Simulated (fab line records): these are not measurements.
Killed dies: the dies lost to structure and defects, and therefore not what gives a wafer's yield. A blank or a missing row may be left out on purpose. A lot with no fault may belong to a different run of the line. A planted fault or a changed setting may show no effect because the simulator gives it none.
What tool caused it?	flow gf180mcu	Sampling: 24 lots, 72 wafers, 5 of 602 route steps

== WHAT THE GAUGES SHOWED, per wafer ==
GF_HV_LDD_CD_MEAS_31 targets a cd of 400 nm.
lot	measured	on	cd_nm (nm)
L074	day 12 06:21	cd_sem-02	399.7 401.8 401.1
L075	day 12 11:17	cd_sem-02	401.2 404.0 404.8
L076	day 12 17:34	cd_sem-02	400.3 399.7 399.5
L077	day 13 08:04	cd_sem-01	399.2 399.7 398.7
L078	day 13 14:26	cd_sem-02	400.9 403.6 400.4
L079	day 13 22:19	cd_sem-01	402.0 402.6 402.2
L080	day 13 22:37	cd_sem-01	404.0 404.7 404.0
L081	day 14 14:25	cd_sem-02	398.6 396.9 399.6
L082	day 14 15:08	cd_sem-01	400.3 399.1 401.0
L083	day 15 02:59	cd_sem-02	399.2 399.2 400.0
L084	day 15 07:44	cd_sem-02	402.9 403.4 402.2
L085	day 15 18:17	cd_sem-01	394.1 398.1 398.3
L086	day 15 20:14	cd_sem-02	397.1 396.7 400.0
L087	day 16 07:10	cd_sem-02	399.2 399.5 403.2
L088	day 16 13:19	cd_sem-01	398.4 400.0 399.3
L089	day 16 21:31	cd_sem-01	405.6 401.8 403.1
L090	day 17 04:44	cd_sem-01	402.0 402.0 402.9
L091	day 17 15:16	cd_sem-02	399.4 398.3 399.2
L092	day 17 19:37	cd_sem-02	402.1 403.0 401.5
L093	day 18 02:01	cd_sem-01	401.9 402.4 402.2
L094	day 18 12:43	cd_sem-02	402.8 400.7 401.0
L095	day 18 19:28	cd_sem-02	398.1 398.7 399.2
L096	day 19 05:14	cd_sem-01	400.2 401.5 400.1
L097	day 19 14:58	cd_sem-02	401.7 400.6 399.7

GF_HV_LDD_OVL_MEAS_47.
lot	measured	on	HV_LDD_03_OVL (nm)
L074	day 13 02:33	overlay-01	0.3 1.3 2.7
L075	day 13 08:31	overlay-02	2.5 0.4 1.3
L076	day 13 14:44	overlay-02	1.1 -0.2 1.1
L077	day 14 05:24	overlay-02	1.1 2.1 3.9
L078	day 14 12:20	overlay-02	0.4 -0.5 -1.1
L079	day 14 20:32	overlay-01	-0.9 0.2 -1.4
L080	day 14 21:15	overlay-01	-0.6 0.3 0.3
L081	day 15 12:41	overlay-01	3.4 1.7 1.3
L082	day 15 12:59	overlay-01	-0.8 1.6 0.8
L083	day 16 01:50	overlay-01	1.8 3.6 1.1
L084	day 16 06:51	overlay-02	4.9 6.5 1.8
L085	day 16 17:42	overlay-02	6.1 3.9 0.3
L086	day 16 19:44	overlay-02	1.1 0.1 -1.4
L087	day 17 06:35	overlay-01	0.1 0.0 1.0
L088	day 17 13:20	overlay-01	0.3 -0.6 0.2
L089	day 18 00:14	overlay-01	2.0 1.2 0.3
L090	day 18 04:37	overlay-02	2.0 1.4 1.5
L091	day 18 16:32	overlay-01	0.5 0.8 1.5
L092	day 18 20:31	overlay-01	1.5 -0.1 0.3
L093	day 19 03:50	overlay-02	2.0 2.5 2.4
L094	day 19 14:59	overlay-02	0.3 -0.9 1.5
L095	day 19 21:59	overlay-02	1.8 1.4 4.4
L096	day 20 06:44	overlay-01	2.0 -0.9 1.2
L097	day 20 17:10	overlay-02	-0.6 1.8 1.0

GF_CONTACT_BOW_MEAS_05.
lot	measured	on	CONTACT_BOW (um)
L074	day 16 01:17	film_metro-03	70 55 54
L075	day 16 09:25	film_metro-04	52 73 65
L076	day 16 13:56	film_metro-03	65 55 62
L077	day 17 05:57	film_metro-01	72 68 72
L078	day 17 17:34	film_metro-03	62 65 65
L079	day 18 01:11	film_metro-04	57 61 76
L080	day 18 01:17	film_metro-03	76 82 65
L081	day 18 16:49	film_metro-04	68 61 75
L082	day 18 17:14	film_metro-04	69 71 68
L083	day 19 08:11	film_metro-03	56 68 73
L084	day 19 16:08	film_metro-01	68 73 71
L085	day 20 02:20	film_metro-04	62 71 63
L086	day 20 03:56	film_metro-03	68 68 70
L087	day 20 14:43	film_metro-03	71 58 64
L088	day 20 20:56	film_metro-01	69 68 77
L089	day 21 09:01	film_metro-01	71 69 60
L090	day 21 14:18	film_metro-03	52 59 70
L091	day 22 00:37	film_metro-04	70 69 70
L092	day 22 05:32	film_metro-03	67 72 73
L093	day 22 11:49	film_metro-01	63 59 64
L094	day 22 20:54	film_metro-01	69 68 71
L095	day 23 04:47	film_metro-01	66 58 67
L096	day 23 12:29	film_metro-04	65 66 67
L097	day 23 22:31	film_metro-01	80 71 69

== WHICH TOOL RAN EACH LOT (tool, then ch and the chambers of the sampled wafers, then the start) ==
lot	GF_POLY_GATE_STRIP_14	GF_CONTACT_CVD_02
L074	plasma_asher-04 ch 0,1, day 9 20:52	pecvd-02 ch 0,1,2, day 16 00:50
L075	plasma_asher-02 ch 0,1, day 10 00:09	pecvd-01 ch 0,1, day 16 08:39
L076	plasma_asher-01 ch 0,1, day 10 04:32	pecvd-02 ch 0,1,2, day 16 13:30
L077	plasma_asher-01 ch 0,1, day 10 17:14	pecvd-01 ch 0,1,2, day 17 05:31
L078	plasma_asher-04 ch 0,1, day 10 19:43	pecvd-02 ch 0,2, day 17 17:07
L079	plasma_asher-04 ch 0,1, day 11 04:16	pecvd-03 ch 0,1,2, day 18 00:45
L080	plasma_asher-04 ch 0,1, day 11 08:44	pecvd-01 ch 1,2, day 18 00:51
L081	plasma_asher-02 ch 0,1, day 11 22:23	pecvd-01 ch 0,1,2, day 18 16:23
L082	plasma_asher-04 ch 0,1, day 11 22:49	pecvd-03 ch 1,2, day 18 16:47
L083	plasma_asher-01 ch 0, day 12 10:29	pecvd-02 ch 0,1, day 19 07:44
L084	plasma_asher-01 ch 0,1, day 12 14:59	pecvd-02 ch 1,2, day 19 15:41
L085	plasma_asher-01 ch 0, day 13 00:08	pecvd-02 ch 0,1, day 20 01:53
L086	plasma_asher-02 ch 1, day 13 01:58	pecvd-03 ch 0,1,2, day 20 03:29
L087	plasma_asher-04 ch 0,1, day 13 11:38	pecvd-02 ch 1,2, day 20 14:17
L088	plasma_asher-02 ch 0,1, day 13 18:01	pecvd-01 ch 0,1, day 20 20:30
L089	plasma_asher-04 ch 0,1, day 14 00:38	pecvd-03 ch 0,1,2, day 21 08:35
L090	plasma_asher-04 ch 0,1, day 14 07:34	pecvd-03 ch 0,1,2, day 21 13:40
L091	plasma_asher-01 ch 0,1, day 14 16:44	pecvd-02 ch 0,2, day 22 00:10
L092	plasma_asher-01 ch 0,1, day 14 20:47	pecvd-03 ch 0,1, day 22 04:53
L093	plasma_asher-04 ch 0,1, day 15 02:20	pecvd-03 ch 0,1,2, day 22 11:23
L094	plasma_asher-04 ch 0,1, day 15 12:11	pecvd-03 ch 0,1,2, day 22 20:26
L095	plasma_asher-02 ch 0,1, day 15 18:08	pecvd-03 ch 0,1, day 23 04:22
L096	plasma_asher-02 ch 0, day 16 02:31	pecvd-02 ch 1,2, day 23 12:02
L097	plasma_asher-02 ch 0,1, day 16 11:58	pecvd-01 ch 0,1, day 23 22:03
- GF_POLY_GATE_STRIP_14: strips in O2/N2.
- GF_CONTACT_CVD_02: deposits SiO2 from TEOS, target thk 860 nm, time 95.992 s.

== WHAT THE TOOLS THEMSELVES READ (means of the sampled wafers that have a number; where no wafer has one, the mark that the record gives instead) ==
GF_POLY_GATE_STRIP_14.
lot	tool	chamber_pressure_mTorr (mTorr)	drypump_motor_current_A (A)	heater_power_w (W)	oes_product_au (a.u.)
L074	plasma_asher-04	1500.8	6.5	331	0.506
L075	plasma_asher-02	1499.7	5.4	330	0.503
L076	plasma_asher-01	1500.0	5.4	319	0.505
L077	plasma_asher-01	1499.8	5.7	317	0.507
L078	plasma_asher-04	1500.3	6.3	339	0.514
L079	plasma_asher-04	1498.0	6.3	342	0.502
L080	plasma_asher-04	1499.4	6.5	330	0.509
L081	plasma_asher-02	1501.3	5.5	329	0.506
L082	plasma_asher-04	1500.4	6.5	327	0.501
L083	plasma_asher-01	1499.7	5.2	311	0.504
L084	plasma_asher-01	1499.3	5.7	317	0.508
L085	plasma_asher-01	1499.5	5.2	310	0.507
L086	plasma_asher-02	1499.5	5.1	338	0.505
L087	plasma_asher-04	1500.8	6.3	339	0.504
L088	plasma_asher-02	1499.4	5.3	337	0.506
L089	plasma_asher-04	1499.5	6.3	336	0.511
L090	plasma_asher-04	1499.2	6.3	343	0.508
L091	plasma_asher-01	1500.0	5.4	323	0.504
L092	plasma_asher-01	1498.1	5.5	313	0.506
L093	plasma_asher-04	1501.2	6.5	330	0.505
L094	plasma_asher-04	1500.0	6.3	342	0.502
L095	plasma_asher-02	1499.8	5.5	326	0.508
L096	plasma_asher-02	1501.2	5.6	322	0.506
L097	plasma_asher-02	1500.8	5.5	327	0.507

GF_CONTACT_CVD_02.
lot	tool	heater_power_w (W)	susceptor_temp_C (C)
L074	pecvd-02	642	400.03
L075	pecvd-01	657	400.02
L076	pecvd-02	647	399.87
L077	pecvd-01	737	399.99
L078	pecvd-02	523	400.12
L079	pecvd-03	660	399.86
L080	pecvd-01	779	399.97
L081	pecvd-01	706	399.96
L082	pecvd-03	616	400.06
L083	pecvd-02	580	399.94
L084	pecvd-02	697	399.99
L085	pecvd-02	595	400.05
L086	pecvd-03	685	400.03
L087	pecvd-02	658	400.15
L088	pecvd-01	703	400.17
L089	pecvd-03	597	400.04
L090	pecvd-03	572	399.79
L091	pecvd-02	649	400.35
L092	pecvd-03	729	400.00
L093	pecvd-03	605	400.02
L094	pecvd-03	696	399.89
L095	pecvd-03	669	400.05
L096	pecvd-02	634	400.10
L097	pecvd-01	698	400.07

== THE ANSWER, worked out from the rows above alone ==
Rule: usual is defined by the lots themselves. The widest of any qualifying gaps counts: lots, ordered by their means at a reading, are off when they make up no more than a third of the lots, leave a main group of 4 or more, and stand apart from it by 3 or more times the standard deviation of that group's means. A main group whose means are all the same, to the digits that the tables above print for the reading, isn't used. Also off: a lot with no number at a reading for which 4 or more lots have one. Any other lot the step has rows for is counted as sound. The gauges are gone through in route order, then the tools' own readings, and for those a lot's mean is taken as printed above. The first step at which some lot is off is used, and at that step the reading that is off furthest; a lot without a number counts as furthest.
Across all readings shown, no lot is off: no conclusion can be drawn from this.

== WHAT THE SIMULATOR HAD INSERTED ==
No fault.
